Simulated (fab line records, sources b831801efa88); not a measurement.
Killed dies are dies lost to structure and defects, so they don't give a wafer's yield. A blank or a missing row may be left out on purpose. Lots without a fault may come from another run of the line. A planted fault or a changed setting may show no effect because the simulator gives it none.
Chamber matching | flow gf180mcu | GF_V4_CVD_02 on pecvd-04: 3 sister chambers
The step deposits SiO2 from TEOS, target thk 850 nm, time 94.851 s. 6 wafers are shown with their chamber, then 11 later ones without.

WAFERS WITH THEIR CHAMBER
wafer  | chamber | heater_power_outer_w (W) | heater_power_w (W)
L082.4 | 1       | 360                      | 656
L084.2 | 0       | 371                      | 657
L084.3 | 1       | 343                      | 625
L087.3 | 0       | 436                      | 757
L087.4 | 2       | 533                      | 814
L089.3 | 2       | 539                      | 821

WAFERS WITHOUT THEIR CHAMBER
wafer  | heater_power_outer_w (W) | heater_power_w (W)
L089.4 | 366                      | 664
L089.6 | 410                      | 647
L090.1 | 338                      | 594
L090.5 | 403                      | 724
L090.6 | 525                      | 837
L094.3 | 494                      | 780
L094.4 | 410                      | 729
L094.6 | 408                      | 680
L096.2 | 448                      | 761
L096.3 | 321                      | 593
L096.4 | 500                      | 761

WHICH CHAMBER EACH WENT THROUGH
wafer  | from the rows above     | in truth
L089.4 | can't be placed: 1 or 0 | 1
L089.6 | can't be placed: 0 or 1 | 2
L090.1 | 1                       | 1
L090.5 | 0                       | 0
L090.6 | 2                       | 2
L094.3 | can't be placed: 2 or 0 | 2
L094.4 | 0                       | 0
L094.6 | can't be placed: 0 or 1 | 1
L096.2 | can't be placed: 0 or 2 | 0
L096.3 | 1                       | 1
L096.4 | can't be placed: 2 or 0 | 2
Placed correctly: 5 of 11. Can't be placed from these rows: 6 (the true chamber is among the candidates in 5). Placed wrongly: 0.
How it was worked out, from the rows above alone: a wafer's distance from a chamber is the root of the sum, over the readings, of the square of ((its reading less the chamber's mean) divided by the reading's scatter). The wafer belongs to the nearest chamber; if the next one is less than 2 further off, it can't be placed. A chamber's mean is the mean of its shown wafers. The scatter: the root of (the sum of the squares of (reading less its chamber's mean) over the shown wafers, divided by (wafers less chambers)).
